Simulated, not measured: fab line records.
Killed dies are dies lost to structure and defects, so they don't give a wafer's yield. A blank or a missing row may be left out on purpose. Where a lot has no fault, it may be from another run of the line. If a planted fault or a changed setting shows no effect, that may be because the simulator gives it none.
Which tool is to blame? / flow sky130 / 12 lots, 36 wafers sampled, at 4 steps of a route of 708

== WHAT EACH GAUGE READ, for each wafer ==
SKY_LDD_N_OVL_MEAS_07.
lot=L246; measured=day 18 21:50; on=overlay-02; LDD_N_OVL (nm)=0.0 -1.3 -0.8
lot=L247; measured=day 19 12:24; on=overlay-02; LDD_N_OVL (nm)=-1.0 0.7 0.6
lot=L248; measured=day 19 12:28; on=overlay-02; LDD_N_OVL (nm)=1.6 2.8 1.2
lot=L249; measured=day 19 23:50; on=overlay-02; LDD_N_OVL (nm)=-0.2 0.1 0.9
lot=L250; measured=day 20 12:10; on=overlay-01; LDD_N_OVL (nm)=-1.8 -0.8 -1.6
lot=L251; measured=day 20 18:23; on=overlay-02; LDD_N_OVL (nm)=-0.9 -0.8 -0.7
lot=L253; measured=day 21 07:56; on=overlay-01; LDD_N_OVL (nm)=-0.1 0.0 1.1
lot=L255; measured=day 21 22:33; on=overlay-02; LDD_N_OVL (nm)=-2.2 -2.5 -2.1
lot=L256; measured=day 22 05:06; on=overlay-01; LDD_N_OVL (nm)=0.5 0.9 -0.4
lot=L257; measured=day 23 05:02; on=overlay-02; LDD_N_OVL (nm)=0.5 1.2 1.2
lot=L259; measured=day 23 15:35; on=overlay-02; LDD_N_OVL (nm)=0.2 1.0 1.5
lot=L261; measured=day 23 21:15; on=overlay-01; LDD_N_OVL (nm)=-1.4 -1.2 -1.1

SKY_LDD_LDN_TW_MEAS_13.
lot=L246; measured=day 24 04:41; on=film_metro-03; LDD_LDN_TW=1452 1452 1452
lot=L247; measured=day 24 18:10; on=film_metro-03; LDD_LDN_TW=1458 1454 1468
lot=L248; measured=day 24 20:24; on=film_metro-03; LDD_LDN_TW=1454 1452 1452
lot=L249; measured=day 25 05:29; on=film_metro-03; LDD_LDN_TW=1456 1461 1463
lot=L250; measured=day 25 17:03; on=film_metro-02; LDD_LDN_TW=1473 1470 1471
lot=L251; measured=day 26 00:23; on=film_metro-01; LDD_LDN_TW=1494 1488 1491
lot=L253; measured=day 26 12:20; on=film_metro-03; LDD_LDN_TW=1457 1453 1463
lot=L255; measured=day 27 01:49; on=film_metro-03; LDD_LDN_TW=1459 1445 1462
lot=L256; measured=day 27 09:50; on=film_metro-01; LDD_LDN_TW=1486 1481 1486
lot=L257; measured=day 28 06:38; on=film_metro-01; LDD_LDN_TW=1480 1473 1480
lot=L259; measured=day 28 17:20; on=film_metro-01; LDD_LDN_TW=1481 1474 1477
lot=L261; measured=day 28 22:32; on=film_metro-02; LDD_LDN_TW=1485 1482 1481

== EACH LOT AND THE TOOL THAT RAN IT (in order: tool; ch and the chambers of the sampled wafers; start) ==
lot=L246; SKY_FIELD_ISO_ETCH_17=rie_si-02 ch 2,3, day 2 10:34; SKY_VT_ADJUST_HVTP_STRIP_10=plasma_asher-04 ch 0,1, day 6 18:12
lot=L247; SKY_FIELD_ISO_ETCH_17=rie_si-02 ch 0,1,3, day 2 16:43; SKY_VT_ADJUST_HVTP_STRIP_10=plasma_asher-01 ch 0,1, day 7 01:40
lot=L248; SKY_FIELD_ISO_ETCH_17=rie_si-01 ch 0,1,3, day 2 20:56; SKY_VT_ADJUST_HVTP_STRIP_10=plasma_asher-01 ch 0,1, day 7 04:50
lot=L249; SKY_FIELD_ISO_ETCH_17=rie_si-02 ch 1,2, day 3 02:43; SKY_VT_ADJUST_HVTP_STRIP_10=plasma_asher-04 ch 0,1, day 7 10:01
lot=L250; SKY_FIELD_ISO_ETCH_17=rie_si-02 ch 0,3, day 3 10:04; SKY_VT_ADJUST_HVTP_STRIP_10=plasma_asher-04 ch 0,1, day 7 19:41
lot=L251; SKY_FIELD_ISO_ETCH_17=rie_si-01 ch 0,1,3, day 3 15:52; SKY_VT_ADJUST_HVTP_STRIP_10=plasma_asher-03 ch 0,1, day 7 22:25
lot=L253; SKY_FIELD_ISO_ETCH_17=rie_si-02 ch 0,2, day 4 03:19; SKY_VT_ADJUST_HVTP_STRIP_10=plasma_asher-01 ch 0,1, day 8 14:22
lot=L255; SKY_FIELD_ISO_ETCH_17=rie_si-01 ch 1,3, day 4 10:55; SKY_VT_ADJUST_HVTP_STRIP_10=plasma_asher-04 ch 0,1, day 8 23:19
lot=L256; SKY_FIELD_ISO_ETCH_17=rie_si-02 ch 1,2, day 4 14:28; SKY_VT_ADJUST_HVTP_STRIP_10=plasma_asher-03 ch 0,1, day 9 04:22
lot=L257; SKY_FIELD_ISO_ETCH_17=rie_si-02 ch 1,3, day 4 20:25; SKY_VT_ADJUST_HVTP_STRIP_10=plasma_asher-04 ch 0,1, day 9 16:55
lot=L259; SKY_FIELD_ISO_ETCH_17=rie_si-02 ch 2,3, day 5 07:19; SKY_VT_ADJUST_HVTP_STRIP_10=plasma_asher-04 ch 0,1, day 10 03:46
lot=L261; SKY_FIELD_ISO_ETCH_17=rie_si-01 ch 0,1,2, day 5 16:52; SKY_VT_ADJUST_HVTP_STRIP_10=plasma_asher-03 ch 0,1, day 10 09:33
- SKY_FIELD_ISO_ETCH_17: etches Si in HBr/Cl2/O2, target depth 342 nm, time 97.7 s.
- SKY_VT_ADJUST_HVTP_STRIP_10: strips in O2/N2.

== WHAT THE TOOLS THEMSELVES READ (means of the sampled wafers that have a number; where no wafer has one, the mark that the record gives instead) ==
SKY_FIELD_ISO_ETCH_17.
lot=L246; tool=rie_si-02; O2_flow_sccm (sccm)=5.980; chamber_pressure_mTorr (mTorr)=14.990; drypump_motor_current_A (A)=5.0; oes_product_au (a.u.)=0.998; throttle_valve_pct (%)=25.652
lot=L247; tool=rie_si-02; O2_flow_sccm (sccm)=5.996; chamber_pressure_mTorr (mTorr)=14.994; drypump_motor_current_A (A)=5.8; oes_product_au (a.u.)=1.006; throttle_valve_pct (%)=25.644
lot=L248; tool=rie_si-01; O2_flow_sccm (sccm)=6.011; chamber_pressure_mTorr (mTorr)=14.995; drypump_motor_current_A (A)=5.6; oes_product_au (a.u.)=1.011; throttle_valve_pct (%)=25.651
lot=L249; tool=rie_si-02; O2_flow_sccm (sccm)=6.006; chamber_pressure_mTorr (mTorr)=15.010; drypump_motor_current_A (A)=5.4; oes_product_au (a.u.)=1.000; throttle_valve_pct (%)=25.657
lot=L250; tool=rie_si-02; O2_flow_sccm (sccm)=6.024; chamber_pressure_mTorr (mTorr)=15.005; drypump_motor_current_A (A)=5.9; oes_product_au (a.u.)=0.993; throttle_valve_pct (%)=25.657
lot=L251; tool=rie_si-01; O2_flow_sccm (sccm)=6.005; chamber_pressure_mTorr (mTorr)=15.004; drypump_motor_current_A (A)=5.7; oes_product_au (a.u.)=1.013; throttle_valve_pct (%)=25.641
lot=L253; tool=rie_si-02; O2_flow_sccm (sccm)=6.005; chamber_pressure_mTorr (mTorr)=14.996; drypump_motor_current_A (A)=5.8; oes_product_au (a.u.)=0.990; throttle_valve_pct (%)=25.659
lot=L255; tool=rie_si-01; O2_flow_sccm (sccm)=6.003; chamber_pressure_mTorr (mTorr)=14.996; drypump_motor_current_A (A)=5.8; oes_product_au (a.u.)=1.003; throttle_valve_pct (%)=25.651
lot=L256; tool=rie_si-02; O2_flow_sccm (sccm)=6.005; chamber_pressure_mTorr (mTorr)=15.001; drypump_motor_current_A (A)=5.3; oes_product_au (a.u.)=1.004; throttle_valve_pct (%)=25.652
lot=L257; tool=rie_si-02; O2_flow_sccm (sccm)=5.995; chamber_pressure_mTorr (mTorr)=15.011; drypump_motor_current_A (A)=5.7; oes_product_au (a.u.)=1.001; throttle_valve_pct (%)=25.664
lot=L259; tool=rie_si-02; O2_flow_sccm (sccm)=6.001; chamber_pressure_mTorr (mTorr)=14.999; drypump_motor_current_A (A)=5.0; oes_product_au (a.u.)=1.137; throttle_valve_pct (%)=25.565
lot=L261; tool=rie_si-01; O2_flow_sccm (sccm)=5.985; chamber_pressure_mTorr (mTorr)=15.003; drypump_motor_current_A (A)=5.7; oes_product_au (a.u.)=1.003; throttle_valve_pct (%)=25.657

SKY_VT_ADJUST_HVTP_STRIP_10.
lot=L246; tool=plasma_asher-04; chamber_pressure_mTorr (mTorr)=1499.4; drypump_motor_current_A (A)=5.9; oes_product_au (a.u.)=0.713; strip_time_to_endpoint_s (s)=14.24
lot=L247; tool=plasma_asher-01; chamber_pressure_mTorr (mTorr)=1499.7; drypump_motor_current_A (A)=5.5; oes_product_au (a.u.)=0.719; strip_time_to_endpoint_s (s)=14.11
lot=L248; tool=plasma_asher-01; chamber_pressure_mTorr (mTorr)=1501.3; drypump_motor_current_A (A)=5.3; oes_product_au (a.u.)=0.720; strip_time_to_endpoint_s (s)=14.18
lot=L249; tool=plasma_asher-04; chamber_pressure_mTorr (mTorr)=1499.2; drypump_motor_current_A (A)=5.8; oes_product_au (a.u.)=0.717; strip_time_to_endpoint_s (s)=14.17
lot=L250; tool=plasma_asher-04; chamber_pressure_mTorr (mTorr)=1499.5; drypump_motor_current_A (A)=6.0; oes_product_au (a.u.)=0.713; strip_time_to_endpoint_s (s)=14.12
lot=L251; tool=plasma_asher-03; chamber_pressure_mTorr (mTorr)=1500.2; drypump_motor_current_A (A)=5.7; oes_product_au (a.u.)=0.718; strip_time_to_endpoint_s (s)=14.16
lot=L253; tool=plasma_asher-01; chamber_pressure_mTorr (mTorr)=1499.5; drypump_motor_current_A (A)=5.2; oes_product_au (a.u.)=0.717; strip_time_to_endpoint_s (s)=14.15
lot=L255; tool=plasma_asher-04; chamber_pressure_mTorr (mTorr)=1499.4; drypump_motor_current_A (A)=5.8; oes_product_au (a.u.)=0.714; strip_time_to_endpoint_s (s)=14.16
lot=L256; tool=plasma_asher-03; chamber_pressure_mTorr (mTorr)=1500.7; drypump_motor_current_A (A)=5.6; oes_product_au (a.u.)=0.715; strip_time_to_endpoint_s (s)=14.20
lot=L257; tool=plasma_asher-04; chamber_pressure_mTorr (mTorr)=1499.3; drypump_motor_current_A (A)=6.0; oes_product_au (a.u.)=0.716; strip_time_to_endpoint_s (s)=14.22
lot=L259; tool=plasma_asher-04; chamber_pressure_mTorr (mTorr)=1500.9; drypump_motor_current_A (A)=5.9; oes_product_au (a.u.)=0.717; strip_time_to_endpoint_s (s)=14.21
lot=L261; tool=plasma_asher-03; chamber_pressure_mTorr (mTorr)=1501.4; drypump_motor_current_A (A)=5.7; oes_product_au (a.u.)=0.715; strip_time_to_endpoint_s (s)=14.18

== THE ANSWER, worked out from the rows above alone ==
Rule: usual is defined by the lots themselves. Put in order of their means at a reading, lots are off if they are a third of the lots or fewer, leave a main group of 4 or more, and stand apart from it by a gap of 3 or more times the standard deviation of the main group's means; of several such gaps the widest counts. If all means in a main group match to the digits the tables above print for the reading, that group is not used. Also off: a lot with no number at a reading for which 4 or more lots have one. Where the step has rows for the other lots, those lots are counted as sound. Order of review: gauges by route order, followed by the tools' own readings, for which a lot's mean as printed above is used. At the first step where some lot is off, the reading lying furthest off is the one used; lots without a number count as furthest.
Off: L259, at SKY_FIELD_ISO_ETCH_17 (oes_product_au). The main group has a mean of 1.002 a.u. with a standard deviation of 0.0065.
A tool fits if, at that step or a process step before it, it ran every lot that is off, and no sound lot after the first of them. One candidate fits, namely rie_si-02 at SKY_FIELD_ISO_ETCH_17. Its last sound lot is L257 (day 4 20:25), its first lot that is off L259 (day 5 07:19): a fault that began between those two fits.
The tool's own readings at SKY_FIELD_ISO_ETCH_17 bear it out: on the lots that are off they differ by more than 5 times the standard deviation of the sound lots' means. oes_product_au reads 1.137 a.u. there against 1.002 a.u. on the sound lots; throttle_valve_pct reads 25.565 % there against 25.653 % on the sound lots.

== WHAT HAD BEEN PUT IN BY THE SIMULATOR ==
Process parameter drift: rie_si-02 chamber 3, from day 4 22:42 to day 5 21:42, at SKY_FIELD_ISO_ETCH_17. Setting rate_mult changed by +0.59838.
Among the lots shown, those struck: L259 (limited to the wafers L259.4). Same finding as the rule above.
